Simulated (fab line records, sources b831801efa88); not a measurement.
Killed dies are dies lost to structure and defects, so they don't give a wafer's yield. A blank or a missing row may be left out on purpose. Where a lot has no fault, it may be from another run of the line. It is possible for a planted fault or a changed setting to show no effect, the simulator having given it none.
fab line records / flow sky130
[record] lots = 7 wafers = 21 lastDay = 47
route steps=708 shown NWELL@65 PAD_OPEN@708
lots that met no fault: taken from a fault-free run of the same line
startH: hours from the record's opening day to when the first of the lot's shown wafers began / waitH: hours from the lot's prior step to this one / " identical to the entry in the row above / L1.1+2: several wafers, shown together as one row / - either no value or no given start / * or withheld: withheld / < > ~ a bound
route shown NAME@n: NAME is a module with steps in the file, n the number in the route of the first one / usual: mean/standard deviation of fault-free wafers / same: alike in all rows / chamber/n: place in a boat / sites: the reading at each site / _std_site: standard deviation of those values / _edge_site: mean of outer sites minus mean of inner sites / radiusMm: how far each site lies from the wafer's centre / mask NAME#n: copy n / behind: the tool/chamber that last shaped the wafer / hold: cause of the lot's hold/its duration in hours/its outcome / device: whichever transistor did not switch (one of n, p or np) / end of line: tests of these same wafers at the route's end / a step without rows: its recipe alone / killed: count of dies lost to structure and defects at first sort (not the wafer's yield) / map: dies across one wafer; x = killed, . = not, _ = none there
set.NAME: the setting the step ran with; set.NAME@STEP: the setting that earlier step ran with / model.NAME: the simulator's own value behind a step, which no gauge read
certain route steps with their lots: each step a table, each wafer a row
services: when a tool's chamber went out of use (startH, in hours from the record's first day, below 0 if earlier), for how many hours, and the reason
[[steps]]
[step SKY_NWELL_IMPLANT_12]
[recipe] species = P energyKev = 120 doseCm2 = 1.3e+12 tiltDeg = withheld
[step SKY_NWELL_IMPLANT_13]
[recipe] species = P energyKev = 50 doseCm2 = 7e+11 tiltDeg = withheld
[step SKY_NWELL_STRIP_14]
[recipe] chemistry = O2/N2 powerW = 1400 pressureMtorr = 1500 platenTempC = withheld o2FlowSccm = 3000 n2FlowSccm = 300 overashFraction = 0.5
[usual] drypumpMotorCurrentA = 5.6/0.34 oesProductAu = 0.723/0.0041 stripTimeToEndpointS = 36.98/0.084
lot.wafer=L325.1 tool=plasmaAsher-02 chamber=1 startH=93.46 waitH=0.1 drypumpMotorCurrentA=5.7 oesProductAu=0.715 rfHoursCounterH=42 stripTimeToEndpointS=36.88
lot.wafer=L325.3 tool=plasmaAsher-02 chamber=1 startH=93.46 waitH=0.1 drypumpMotorCurrentA=5.7 oesProductAu=0.719 rfHoursCounterH=- stripTimeToEndpointS=36.97
lot.wafer=L325.5 tool=plasmaAsher-02 chamber=0 startH=93.46 waitH=0.1 drypumpMotorCurrentA=6.1 oesProductAu=0.717 rfHoursCounterH=- stripTimeToEndpointS=36.98
lot.wafer=L327.2 tool=plasmaAsher-01 chamber=0 startH=101.78 waitH=0.1 drypumpMotorCurrentA=5.1 oesProductAu=0.722 rfHoursCounterH=42 stripTimeToEndpointS=36.95
lot.wafer=L327.4 tool=plasmaAsher-01 chamber=1 startH=101.78 waitH=0.1 drypumpMotorCurrentA=5.9 oesProductAu=0.724 rfHoursCounterH=- stripTimeToEndpointS=36.97
lot.wafer=L327.6 tool=plasmaAsher-01 chamber=0 startH=101.78 waitH=0.1 drypumpMotorCurrentA=5.0 oesProductAu=0.721 rfHoursCounterH=- stripTimeToEndpointS=36.96
lot.wafer=L328.2 tool=plasmaAsher-02 chamber=0 startH=110.96 waitH=0.1 drypumpMotorCurrentA=6.1 oesProductAu=0.724 rfHoursCounterH=44 stripTimeToEndpointS=36.91
lot.wafer=L328.3 tool=plasmaAsher-02 chamber=0 startH=110.96 waitH=0.1 drypumpMotorCurrentA=6.1 oesProductAu=0.724 rfHoursCounterH=- stripTimeToEndpointS=36.95
lot.wafer=L328.5 tool=plasmaAsher-02 chamber=0 startH=110.96 waitH=0.1 drypumpMotorCurrentA=6.1 oesProductAu=0.719 rfHoursCounterH=- stripTimeToEndpointS=36.82
lot.wafer=L329.1 tool=plasmaAsher-01 chamber=1 startH=115.22 waitH=0.1 drypumpMotorCurrentA=5.9 oesProductAu=0.726 rfHoursCounterH=43 stripTimeToEndpointS=36.98
lot.wafer=L329.4 tool=plasmaAsher-01 chamber=1 startH=115.22 waitH=0.1 drypumpMotorCurrentA=5.9 oesProductAu=0.721 rfHoursCounterH=- stripTimeToEndpointS=37.05
lot.wafer=L329.5 tool=plasmaAsher-01 chamber=0 startH=115.22 waitH=0.1 drypumpMotorCurrentA=5.0 oesProductAu=0.726 rfHoursCounterH=- stripTimeToEndpointS=37.00
lot.wafer=L330.2 tool=plasmaAsher-03 chamber=1 startH=120.26 waitH=0.1 drypumpMotorCurrentA=5.6 oesProductAu=0.727 rfHoursCounterH=0 stripTimeToEndpointS=36.88
lot.wafer=L330.3 tool=plasmaAsher-03 chamber=1 startH=120.26 waitH=0.1 drypumpMotorCurrentA=5.6 oesProductAu=0.719 rfHoursCounterH=- stripTimeToEndpointS=36.93
lot.wafer=L330.6 tool=plasmaAsher-03 chamber=1 startH=120.26 waitH=0.1 drypumpMotorCurrentA=5.6 oesProductAu=0.722 rfHoursCounterH=- stripTimeToEndpointS=36.80
lot.wafer=L331.1 tool=plasmaAsher-03 chamber=1 startH=126.72 waitH=0.1 drypumpMotorCurrentA=5.6 oesProductAu=0.726 rfHoursCounterH=1 stripTimeToEndpointS=36.90
lot.wafer=L331.2 tool=plasmaAsher-03 chamber=0 startH=126.72 waitH=0.1 drypumpMotorCurrentA=5.5 oesProductAu=0.722 rfHoursCounterH=1 stripTimeToEndpointS=36.91
lot.wafer=L331.4 tool=plasmaAsher-03 chamber=0 startH=126.72 waitH=0.1 drypumpMotorCurrentA=5.6 oesProductAu=0.722 rfHoursCounterH=- stripTimeToEndpointS=37.06
lot.wafer=L332.3 tool=plasmaAsher-02 chamber=1 startH=132.06 waitH=0.1 drypumpMotorCurrentA=5.7 oesProductAu=0.724 rfHoursCounterH=- stripTimeToEndpointS=37.07
lot.wafer=L332.5 tool=plasmaAsher-02 chamber=0 startH=132.06 waitH=0.1 drypumpMotorCurrentA=6.1 oesProductAu=0.723 rfHoursCounterH=- stripTimeToEndpointS=37.06
lot.wafer=L332.6 tool=plasmaAsher-02 chamber=1 startH=132.06 waitH=0.1 drypumpMotorCurrentA=5.7 oesProductAu=0.726 rfHoursCounterH=- stripTimeToEndpointS=37.00
[step SKY_NWELL_TW_MEAS_15]
[usual] NWELL_TW = 1824/21
lot.wafer=L325.1 tool=filmMetro-04 chamber=- startH=93.56 waitH=0.1 NWELL_TW=1817
lot.wafer=L325.3 tool=filmMetro-04 chamber=- startH=93.56 waitH=0.1 NWELL_TW=1814
lot.wafer=L325.5 tool=filmMetro-04 chamber=- startH=93.56 waitH=0.1 NWELL_TW=1813
lot.wafer=L327.2 tool=filmMetro-04 chamber=- startH=101.89 waitH=0.1 NWELL_TW=1821
lot.wafer=L327.4 tool=filmMetro-04 chamber=- startH=101.89 waitH=0.1 NWELL_TW=1830
lot.wafer=L327.6 tool=filmMetro-04 chamber=- startH=101.89 waitH=0.1 NWELL_TW=1826
lot.wafer=L328.2 tool=filmMetro-04 chamber=- startH=111.07 waitH=0.1 NWELL_TW=1828
lot.wafer=L328.3 tool=filmMetro-04 chamber=- startH=111.07 waitH=0.1 NWELL_TW=1835
lot.wafer=L328.5 tool=filmMetro-04 chamber=- startH=111.07 waitH=0.1 NWELL_TW=1829
lot.wafer=L329.1 tool=filmMetro-01 chamber=- startH=115.32 waitH=0.1 NWELL_TW=1802
lot.wafer=L329.4 tool=filmMetro-01 chamber=- startH=115.32 waitH=0.1 NWELL_TW=1787
lot.wafer=L329.5 tool=filmMetro-01 chamber=- startH=115.32 waitH=0.1 NWELL_TW=1785
lot.wafer=L330.2 tool=filmMetro-04 chamber=- startH=120.37 waitH=0.1 NWELL_TW=1821
lot.wafer=L330.3 tool=filmMetro-04 chamber=- startH=120.37 waitH=0.1 NWELL_TW=1827
lot.wafer=L330.6 tool=filmMetro-04 chamber=- startH=120.37 waitH=0.1 NWELL_TW=1817
lot.wafer=L331.1 tool=filmMetro-04 chamber=- startH=126.82 waitH=0.1 NWELL_TW=1818
lot.wafer=L331.2 tool=filmMetro-04 chamber=- startH=126.82 waitH=0.1 NWELL_TW=1818
lot.wafer=L331.4 tool=filmMetro-04 chamber=- startH=126.82 waitH=0.1 NWELL_TW=1817
lot.wafer=L332.3 tool=filmMetro-02 chamber=- startH=132.15 waitH=0.1 NWELL_TW=1850
lot.wafer=L332.5 tool=filmMetro-02 chamber=- startH=132.15 waitH=0.1 NWELL_TW=1861
lot.wafer=L332.6 tool=filmMetro-02 chamber=- startH=132.15 waitH=0.1 NWELL_TW=1860
[step SKY_NWELL_DEHYDRATE_16]
[recipe] tempC = 200 timeS = 60
[step SKY_NWELL_HMDS_17]
[recipe] primeTimeS = 60 primeTempC = 120
[step SKY_NWELL_COAT_18]
[recipe] spinRpm = 2000 resistThkNm = 3000
[step SKY_NWELL_SOFTBAKE_19]
[recipe] tempC = 110 timeS = withheld
[step SKY_NWELL_EXPOSE_20]
[recipe] maskId = NWM_COMPLEMENT na = 0.6 sourceShape = conventional sigmaOuter = 0.6 polarization = unpolarized targetCdNm = 840 doseMj = 260
[step SKY_NWELL_PEB_21]
[recipe] tempC = 115 timeS = withheld
[step SKY_NWELL_DEVELOP_22]
[recipe] wallAngleDeg = 90 developer = TMAH developTimeS = 60 devTempC = 23
[step SKY_NWELL_OVL_MEAS_23]
[usual] NWELL_01_OVL = -0.9/2
lot.wafer=L325.1 tool=overlay-02 chamber=- startH=111.48 waitH=- NWELL_01_OVL[nm]=-3.5
lot.wafer=L325.3 tool=overlay-02 chamber=- startH=111.48 waitH=- NWELL_01_OVL[nm]=-2.6
lot.wafer=L325.5 tool=overlay-02 chamber=- startH=111.48 waitH=- NWELL_01_OVL[nm]=-1.9
lot.wafer=L327.2 tool=overlay-01 chamber=- startH=120.13 waitH=- NWELL_01_OVL[nm]=0.2
lot.wafer=L327.4 tool=overlay-01 chamber=- startH=120.13 waitH=- NWELL_01_OVL[nm]=2.7
lot.wafer=L327.6 tool=overlay-01 chamber=- startH=120.13 waitH=- NWELL_01_OVL[nm]=1.0
lot.wafer=L328.2 tool=overlay-01 chamber=- startH=129.34 waitH=- NWELL_01_OVL[nm]=-1.4
lot.wafer=L328.3 tool=overlay-01 chamber=- startH=129.34 waitH=- NWELL_01_OVL[nm]=-1.2
lot.wafer=L328.5 tool=overlay-01 chamber=- startH=129.34 waitH=- NWELL_01_OVL[nm]=-1.6
lot.wafer=L329.1 tool=overlay-02 chamber=- startH=133.44 waitH=- NWELL_01_OVL[nm]=-2.1
lot.wafer=L329.4 tool=overlay-02 chamber=- startH=133.44 waitH=- NWELL_01_OVL[nm]=-1.0
lot.wafer=L329.5 tool=overlay-02 chamber=- startH=133.44 waitH=- NWELL_01_OVL[nm]=-0.9
lot.wafer=L330.2 tool=overlay-01 chamber=- startH=138.69 waitH=- NWELL_01_OVL[nm]=4.4
lot.wafer=L330.3 tool=overlay-01 chamber=- startH=138.69 waitH=- NWELL_01_OVL[nm]=3.2
lot.wafer=L330.6 tool=overlay-01 chamber=- startH=138.69 waitH=- NWELL_01_OVL[nm]=2.5
lot.wafer=L331.1 tool=overlay-02 chamber=- startH=145.23 waitH=- NWELL_01_OVL[nm]=-0.8
lot.wafer=L331.2 tool=overlay-02 chamber=- startH=145.23 waitH=- NWELL_01_OVL[nm]=0.2
lot.wafer=L331.4 tool=overlay-02 chamber=- startH=145.23 waitH=- NWELL_01_OVL[nm]=-3.1
lot.wafer=L332.3 tool=overlay-01 chamber=- startH=151.54 waitH=- NWELL_01_OVL[nm]=-1.5
lot.wafer=L332.5 tool=overlay-01 chamber=- startH=151.54 waitH=- NWELL_01_OVL[nm]=0.0
lot.wafer=L332.6 tool=overlay-01 chamber=- startH=151.54 waitH=- NWELL_01_OVL[nm]=-0.6
[step SKY_NWELL_IMPLANT_24]
[recipe] species = B energyKev = 140 doseCm2 = 9.2e+12 tiltDeg = withheld
[usual] beamOnS = 10.00/0.18 implantIonAmu = 11/0
lot.wafer=L325.1 tool=implanter-04 chamber=0 startH=111.51 waitH=0.0 beamOnS=10.05 implantIonAmu=11 model.implant.drpNm=95.47
lot.wafer=L325.3 tool=implanter-04 chamber=0 startH=111.51 waitH=0.0 beamOnS=10.14 implantIonAmu=11 model.implant.drpNm=95.47
lot.wafer=L325.5 tool=implanter-04 chamber=0 startH=111.51 waitH=0.0 beamOnS=9.79 implantIonAmu=11 model.implant.drpNm=95.47
lot.wafer=L327.2 tool=implanter-01 chamber=0 startH=120.19 waitH=0.0 beamOnS=9.81 implantIonAmu=11 model.implant.drpNm=95.47
lot.wafer=L327.4 tool=implanter-01 chamber=0 startH=120.19 waitH=0.0 beamOnS=10.11 implantIonAmu=11 model.implant.drpNm=95.47
lot.wafer=L327.6 tool=implanter-01 chamber=0 startH=120.19 waitH=0.0 beamOnS=10.25 implantIonAmu=11 model.implant.drpNm=95.47
lot.wafer=L328.2 tool=implanter-02 chamber=0 startH=129.39 waitH=0.0 beamOnS=10.12 implantIonAmu=11 model.implant.drpNm=95.47
lot.wafer=L328.3 tool=implanter-02 chamber=0 startH=129.39 waitH=0.0 beamOnS=9.86 implantIonAmu=11 model.implant.drpNm=95.47
lot.wafer=L328.5 tool=implanter-02 chamber=0 startH=129.39 waitH=0.0 beamOnS=9.77 implantIonAmu=11 model.implant.drpNm=95.47
lot.wafer=L329.1 tool=implanter-02 chamber=0 startH=133.48 waitH=0.0 beamOnS=10.02 implantIonAmu=11 model.implant.drpNm=95.47
lot.wafer=L329.4 tool=implanter-02 chamber=0 startH=133.48 waitH=0.0 beamOnS=9.87 implantIonAmu=11 model.implant.drpNm=95.47
lot.wafer=L329.5 tool=implanter-02 chamber=0 startH=133.48 waitH=0.0 beamOnS=9.96 implantIonAmu=11 model.implant.drpNm=95.47
lot.wafer=L330.2 tool=implanter-01 chamber=0 startH=138.74 waitH=0.0 beamOnS=10.08 implantIonAmu=49 model.implant.drpNm=44.43
lot.wafer=L330.3 tool=implanter-01 chamber=0 startH=138.74 waitH=0.0 beamOnS=9.54 implantIonAmu=49 model.implant.drpNm=44.43
lot.wafer=L330.6 tool=implanter-01 chamber=0 startH=138.74 waitH=0.0 beamOnS=9.96 implantIonAmu=49 model.implant.drpNm=44.43
lot.wafer=L331.1 tool=implanter-02 chamber=0 startH=145.27 waitH=0.0 beamOnS=10.12 implantIonAmu=49 model.implant.drpNm=44.43
lot.wafer=L331.2 tool=implanter-02 chamber=0 startH=145.27 waitH=0.0 beamOnS=9.90 implantIonAmu=49 model.implant.drpNm=44.43
lot.wafer=L331.4 tool=implanter-02 chamber=0 startH=145.27 waitH=0.0 beamOnS=10.29 implantIonAmu=49 model.implant.drpNm=44.43
lot.wafer=L332.3 tool=implanter-04 chamber=0 startH=151.62 waitH=0.1 beamOnS=10.22 implantIonAmu=49 model.implant.drpNm=44.43
lot.wafer=L332.5 tool=implanter-04 chamber=0 startH=151.62 waitH=0.1 beamOnS=10.20 implantIonAmu=49 model.implant.drpNm=44.43
lot.wafer=L332.6 tool=implanter-04 chamber=0 startH=151.62 waitH=0.1 beamOnS=9.89 implantIonAmu=49 model.implant.drpNm=44.43
[step SKY_NWELL_STRIP_25]
[recipe] chemistry = O2/N2 powerW = 1400 pressureMtorr = 1500 platenTempC = withheld o2FlowSccm = 3000 n2FlowSccm = 300 overashFraction = 0.5
[usual] drypumpMotorCurrentA = 5.6/0.35 oesProductAu = 0.723/0.0044 stripTimeToEndpointS = 36.99/0.095
lot.wafer=L325.1 tool=plasmaAsher-02 chamber=1 startH=111.66 waitH=0.1 drypumpMotorCurrentA=5.7 oesProductAu=0.730 rfHoursCounterH=44 stripTimeToEndpointS=37.16
lot.wafer=L325.3 tool=plasmaAsher-02 chamber=0 startH=111.66 waitH=0.1 drypumpMotorCurrentA=6.1 oesProductAu=0.719 rfHoursCounterH=- stripTimeToEndpointS=37.02
lot.wafer=L325.5 tool=plasmaAsher-02 chamber=0 startH=111.66 waitH=0.1 drypumpMotorCurrentA=6.1 oesProductAu=0.723 rfHoursCounterH=- stripTimeToEndpointS=37.13
lot.wafer=L327.2 tool=plasmaAsher-01 chamber=0 startH=120.31 waitH=0.1 drypumpMotorCurrentA=5.0 oesProductAu=0.723 rfHoursCounterH=44 stripTimeToEndpointS=36.95
lot.wafer=L327.4 tool=plasmaAsher-01 chamber=1 startH=120.31 waitH=0.1 drypumpMotorCurrentA=5.9 oesProductAu=0.729 rfHoursCounterH=- stripTimeToEndpointS=36.98
lot.wafer=L327.6 tool=plasmaAsher-01 chamber=1 startH=120.31 waitH=0.1 drypumpMotorCurrentA=5.9 oesProductAu=0.727 rfHoursCounterH=- stripTimeToEndpointS=37.06
lot.wafer=L328.2 tool=plasmaAsher-02 chamber=0 startH=129.52 waitH=0.1 drypumpMotorCurrentA=6.1 oesProductAu=0.719 rfHoursCounterH=46 stripTimeToEndpointS=37.07
lot.wafer=L328.3 tool=plasmaAsher-02 chamber=0 startH=129.52 waitH=0.1 drypumpMotorCurrentA=6.1 oesProductAu=0.724 rfHoursCounterH=- stripTimeToEndpointS=37.08
lot.wafer=L328.5 tool=plasmaAsher-02 chamber=0 startH=129.52 waitH=0.1 drypumpMotorCurrentA=6.1 oesProductAu=0.723 rfHoursCounterH=- stripTimeToEndpointS=36.90
lot.wafer=L329.1 tool=plasmaAsher-03 chamber=1 startH=133.63 waitH=0.1 drypumpMotorCurrentA=5.6 oesProductAu=0.714 rfHoursCounterH=2 stripTimeToEndpointS=37.04
lot.wafer=L329.4 tool=plasmaAsher-03 chamber=0 startH=133.63 waitH=0.1 drypumpMotorCurrentA=5.6 oesProductAu=0.716 rfHoursCounterH=- stripTimeToEndpointS=37.09
lot.wafer=L329.5 tool=plasmaAsher-03 chamber=1 startH=133.63 waitH=0.1 drypumpMotorCurrentA=5.6 oesProductAu=0.716 rfHoursCounterH=- stripTimeToEndpointS=36.96
lot.wafer=L330.2 tool=plasmaAsher-02 chamber=0 startH=138.87 waitH=0.1 drypumpMotorCurrentA=6.1 oesProductAu=0.722 rfHoursCounterH=48 stripTimeToEndpointS=37.02
lot.wafer=L330.3 tool=plasmaAsher-02 chamber=0 startH=138.87 waitH=0.1 drypumpMotorCurrentA=6.0 oesProductAu=0.725 rfHoursCounterH=- stripTimeToEndpointS=36.99
lot.wafer=L330.6 tool=plasmaAsher-02 chamber=0 startH=138.87 waitH=0.1 drypumpMotorCurrentA=6.0 oesProductAu=0.724 rfHoursCounterH=- stripTimeToEndpointS=36.99
lot.wafer=L331.1 tool=plasmaAsher-01 chamber=0 startH=145.42 waitH=0.1 drypumpMotorCurrentA=5.1 oesProductAu=0.726 rfHoursCounterH=46 stripTimeToEndpointS=37.15
lot.wafer=L331.2 tool=plasmaAsher-01 chamber=1 startH=145.42 waitH=0.1 drypumpMotorCurrentA=5.9 oesProductAu=0.724 rfHoursCounterH=46 stripTimeToEndpointS=37.08
lot.wafer=L331.4 tool=plasmaAsher-01 chamber=0 startH=145.42 waitH=0.1 drypumpMotorCurrentA=5.1 oesProductAu=0.721 rfHoursCounterH=- stripTimeToEndpointS=37.02
lot.wafer=L332.3 tool=plasmaAsher-03 chamber=0 startH=151.75 waitH=0.1 drypumpMotorCurrentA=5.5 oesProductAu=0.727 rfHoursCounterH=- stripTimeToEndpointS=37.07
lot.wafer=L332.5 tool=plasmaAsher-03 chamber=1 startH=151.75 waitH=0.1 drypumpMotorCurrentA=5.6 oesProductAu=0.716 rfHoursCounterH=- stripTimeToEndpointS=37.08
lot.wafer=L332.6 tool=plasmaAsher-03 chamber=0 startH=151.75 waitH=0.1 drypumpMotorCurrentA=5.5 oesProductAu=0.722 rfHoursCounterH=- stripTimeToEndpointS=37.03
[step SKY_NWELL_TW_MEAS_26]
[usual] NWELL_2_TW = 498/6.7
lot.wafer=L325.1 tool=filmMetro-04 chamber=- startH=111.76 waitH=0.1 NWELL_2_TW=498
lot.wafer=L325.3 tool=filmMetro-04 chamber=- startH=111.76 waitH=0.1 NWELL_2_TW=495
lot.wafer=L325.5 tool=filmMetro-04 chamber=- startH=111.76 waitH=0.1 NWELL_2_TW=496
lot.wafer=L327.2 tool=filmMetro-02 chamber=- startH=120.42 waitH=0.1 NWELL_2_TW=502
lot.wafer=L327.4 tool=filmMetro-02 chamber=- startH=120.42 waitH=0.1 NWELL_2_TW=501
lot.wafer=L327.6 tool=filmMetro-02 chamber=- startH=120.42 waitH=0.1 NWELL_2_TW=502
lot.wafer=L328.2 tool=filmMetro-02 chamber=- startH=129.63 waitH=0.1 NWELL_2_TW=502
lot.wafer=L328.3 tool=filmMetro-02 chamber=- startH=129.63 waitH=0.1 NWELL_2_TW=504
lot.wafer=L328.5 tool=filmMetro-02 chamber=- startH=129.63 waitH=0.1 NWELL_2_TW=506
lot.wafer=L329.1 tool=filmMetro-02 chamber=- startH=133.73 waitH=0.1 NWELL_2_TW=505
lot.wafer=L329.4 tool=filmMetro-02 chamber=- startH=133.73 waitH=0.1 NWELL_2_TW=506
lot.wafer=L329.5 tool=filmMetro-02 chamber=- startH=133.73 waitH=0.1 NWELL_2_TW=504
lot.wafer=L330.2 tool=filmMetro-02 chamber=- startH=138.98 waitH=0.1 NWELL_2_TW=967
lot.wafer=L330.3 tool=filmMetro-02 chamber=- startH=138.98 waitH=0.1 NWELL_2_TW=963
lot.wafer=L330.6 tool=filmMetro-02 chamber=- startH=138.98 waitH=0.1 NWELL_2_TW=967
lot.wafer=L331.1 tool=filmMetro-02 chamber=- startH=145.52 waitH=0.1 NWELL_2_TW=962
lot.wafer=L331.2 tool=filmMetro-02 chamber=- startH=145.52 waitH=0.1 NWELL_2_TW=966
lot.wafer=L331.4 tool=filmMetro-02 chamber=- startH=145.52 waitH=0.1 NWELL_2_TW=965
lot.wafer=L332.3 tool=filmMetro-04 chamber=- startH=151.84 waitH=0.1 NWELL_2_TW=954
lot.wafer=L332.5 tool=filmMetro-04 chamber=- startH=151.84 waitH=0.1 NWELL_2_TW=956
lot.wafer=L332.6 tool=filmMetro-04 chamber=- startH=151.84 waitH=0.1 NWELL_2_TW=950
[step SKY_NWELL_CLEAN_27]
[recipe] chemistry = SC1/SC2 mix = 1:4:20 tempC = 70 timeS = 150 dry = n2Spin
[step SKY_PAD_OPEN_PROBE_99]
[usual] killed_at_M0_to_M3 = 44/7.2 killed_at_M4_up = 3.5/1.8 killedAtContacts = 25/5.1 killedAtFrontEnd = 14/4.4 killedAtOther = 0.4/0.58 killedDies = 87/9.1 killedOpen = 48/6.9 killedShort = 38/6.3
[same] grossDies = 492 killedAtBackSide = 0
lot.wafer=L325.1 tool=prober-01 chamber=- startH=1085.00 waitH=0.1 killed_at_M0_to_M3=39 killed_at_M4_up=4 killedAtContacts=23 killedAtFrontEnd=13 killedAtOther=1 killedDies=80 killedOpen=47 killedShort=33
lot.wafer=L325.3 tool=prober-01 chamber=- startH=1085.10 waitH=0.2 killed_at_M0_to_M3=42 killed_at_M4_up=4 killedAtContacts=31 killedAtFrontEnd=9 killedAtOther=0 killedDies=86 killedOpen=50 killedShort=36
lot.wafer=L325.5 tool=prober-01 chamber=- startH=1085.20 waitH=0.2 killed_at_M0_to_M3=41 killed_at_M4_up=7 killedAtContacts=24 killedAtFrontEnd=14 killedAtOther=0 killedDies=86 killedOpen=46 killedShort=40
// killed by level:class
L325.1 CONTACT:geometricParticle:open=14 VIA1:geometricParticle:open=8 VIA3:geometricParticle:open=7 FIELD_ISO:geometricParticle:open=5 METAL2:geometricParticle:short=5 METAL1:geometricParticle:short=5 VIA1:geometricParticle:short=5 FIELD_ISO:geometricParticle:short=4
L325.3 LI_CONTACT:geometricParticle:open=14 VIA1:geometricParticle:open=13 METAL2:geometricParticle:short=10 CONTACT:geometricParticle:open=8 METAL3:geometricParticle:short=8 FIELD_ISO:geometricParticle:short=5 CONTACT:geometricParticle:short=5 VIA3:geometricParticle:open=4
L325.5 METAL1:geometricParticle:short=9 CONTACT:geometricParticle:open=9 VIA1:geometricParticle:open=9 LI_CONTACT:geometricParticle:open=8 CONTACT:geometricParticle:short=5 VIA3:geometricParticle:open=5 VIA1:geometricParticle:short=4 METAL2:geometricParticle:short=4
[[services]]
tool=plasmaAsher-03 chamber=- startH=92.05 hours=4.2 kind=repair
tool=implanter-02 chamber=- startH=96.27 hours=4.8 kind=repair
tool=plasmaAsher-02 chamber=- startH=96.84 hours=0.9 kind=repair
tool=implanter-02 chamber=- startH=101.02 hours=4.5 kind=repair
tool=plasmaAsher-03 chamber=- startH=108.75 hours=9.0 kind=pm
tool=plasmaAsher-03 chamber=0 startH=108.75 hours=9.0 kind=ventCycle
tool=plasmaAsher-03 chamber=1 startH=108.75 hours=9.0 kind=ventCycle
tool=implanter-02 chamber=- startH=114.54 hours=4.9 kind=pm
tool=plasmaAsher-03 chamber=0 startH=117.75 hours=- kind=clean
tool=plasmaAsher-03 chamber=1 startH=117.75 hours=- kind=clean
tool=plasmaAsher-02 chamber=- startH=126.50 hours=2.8 kind=pm
tool=plasmaAsher-01 chamber=- startH=130.29 hours=4.3 kind=repair
[[key]]
[firstSign] step = SKY_NWELL_IMPLANT_24 reading = implantIonAmu direction = up sigmas = 99+ usual = 11 struck = 49
[effect] step = SKY_NWELL_TW_MEAS_26 reading = NWELL_2_TW direction = up sigmas = 69 usual = 498 struck = 961
[modelEffect] step = SKY_NWELL_IMPLANT_24 value = implant.drpNm without = 95.47 struck = 44.43
metAt SKY_NWELL_IMPLANT_24
struckWafers L330.2,L330.3,L330.6,L331.1,L331.2,L331.4,L332.3,L332.5,L332.6
testerLeftOut L330,L331,L332
onsetBetween 133.48 138.74
[fault] kind = wrongRecipeDownload tool = implanter-01,implanter-02,implanter-04 chamber = - onsetH = 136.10 steps = SKY_NWELL_IMPLANT_24 wrongRecipe.notListed = 1
// testerLeftOut: of these lots the tester's yield and bins aren't shown, on N5 and GAA mostly nor the transistor test; their killed dies are dies lost to structure and defects alone, not to doping, threshold or leakage, so they don't give the yield
